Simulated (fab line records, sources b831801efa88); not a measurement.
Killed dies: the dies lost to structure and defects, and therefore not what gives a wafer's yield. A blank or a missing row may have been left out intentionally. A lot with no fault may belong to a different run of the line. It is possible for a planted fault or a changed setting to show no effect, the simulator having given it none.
Which tool did it? ; flow sky130 ; Sampling: 11 lots, 32 wafers, 4 of 708 route steps

## WHAT EACH GAUGE READ, for each wafer
SKY_METAL2_RS_MEAS_05: a four-point-probe measurement.
lot;measured;on;METAL2_ALCU_RS (ohm/sq)
L805;day 35 00:52;film metro-02;0.1267 0.1277 0.1267
L804;day 35 02:19;film metro-03;0.1231 0.1243 0.1254
L808;day 35 17:06;film metro-03;0.1263 0.1242 0.1246
L810;day 36 07:59;film metro-02;0.1389 0.1267
L814;day 37 18:22;film metro-02;0.1267 0.1255 0.1239
L817;day 38 07:55;film metro-03;0.1241 0.1250 0.1271
L820;day 39 02:10;film metro-02;0.1235 0.1229 0.1248
L821;day 39 17:29;film metro-02;0.1234 0.1258 0.1263
L822;day 39 18:23;film metro-02;0.1267 0.1287 0.1281
L823;day 40 05:44;film metro-04;0.1267 0.1254 0.1277
L825;day 40 14:46;film metro-02;0.1269 0.1268 0.1284

## WHICH TOOL RAN EACH LOT (tool, then ch and the chambers of the sampled wafers, then the start)
lot;SKY_VIA1_ETCH_15;SKY_METAL2_SPUTTER_00;SKY_METAL2_SPUTTER_02
L805;rie diel-02 ch 0,2,3, day 34 23:28;pvd sputter-03, day 35 00:44;pvd sputter-03, day 35 00:47
L804;rie diel-04 ch 0,2,3, day 35 00:53;pvd sputter-04, day 35 02:10;pvd sputter-04, day 35 02:13
L808;rie diel-02 ch 1,2, day 35 15:38;pvd sputter-01, day 35 16:55;pvd sputter-01, day 35 16:58
L810;rie diel-02 ch 2,3, day 36 06:17;pvd sputter-01, day 36 07:49;pvd sputter-01, day 36 07:52
L814;rie diel-04 ch 0,1,3, day 37 16:58;pvd sputter-04, day 37 18:14;pvd sputter-04, day 37 18:17
L817;rie diel-02 ch 0,1,3, day 38 06:29;pvd sputter-04, day 38 07:46;pvd sputter-04, day 38 07:49
L820;rie diel-04 ch 0,1, day 39 00:38;pvd sputter-04, day 39 02:01;pvd sputter-04, day 39 02:03
L821;rie diel-04 ch 0,1, day 39 16:04;pvd sputter-04, day 39 17:20;pvd sputter-04, day 39 17:23
L822;rie diel-02 ch 2,3, day 39 16:47;pvd sputter-03, day 39 18:14;pvd sputter-03, day 39 18:17
L823;rie diel-03 ch 0,1,3, day 40 04:19;pvd sputter-04, day 40 05:35;pvd sputter-04, day 40 05:38
L825;rie diel-02 ch 0,1,2, day 40 13:19;pvd sputter-03, day 40 14:34;pvd sputter-03, day 40 14:37
- SKY_VIA1_ETCH_15: etches SiO2 in C4F8/O2/Ar, stops on TiN, target depth 351 nm, time 54 s.
- SKY_METAL2_SPUTTER_00: material Ti, target thk 15 nm, time 10 s.
- SKY_METAL2_SPUTTER_02: material AlCu, target thk 250 nm, time 13.3 s.

## THE ANSWER, worked out from the rows above alone
Rule: usual is defined by the lots themselves. The widest of any qualifying gaps counts: lots, ordered by their means at a reading, are off when they make up no more than a third of the lots, leave a main group of 4 or more, and stand apart from it by 3 or more times the standard deviation of that group's means. If all means in a main group match to the digits the tables above print for the reading, that group is not used. Also off: a lot with no number at a reading for which 4 or more lots have one. Where the step has rows for the other lots, those lots are counted as sound.
Off: at SKY_METAL2_RS_MEAS_05 (METAL2_ALCU_RS), L810. Main group: mean 0.1258 ohm/sq, sd 0.0013.
A tool fits if, at a process step before that reading, it ran every lot that is off, and no sound lot after the first of them. Those tools and the gauges at SKY_METAL2_RS_MEAS_05 are tried in the same way. One candidate fits, namely pvd sputter-01 at SKY_METAL2_SPUTTER_00 and SKY_METAL2_SPUTTER_02. At SKY_METAL2_SPUTTER_00 its last sound lot is L808 (day 35 16:55), its first lot that is off L810 (day 36 07:49): a fault that began between those two fits.

## WHAT THE SIMULATOR HAD PUT IN
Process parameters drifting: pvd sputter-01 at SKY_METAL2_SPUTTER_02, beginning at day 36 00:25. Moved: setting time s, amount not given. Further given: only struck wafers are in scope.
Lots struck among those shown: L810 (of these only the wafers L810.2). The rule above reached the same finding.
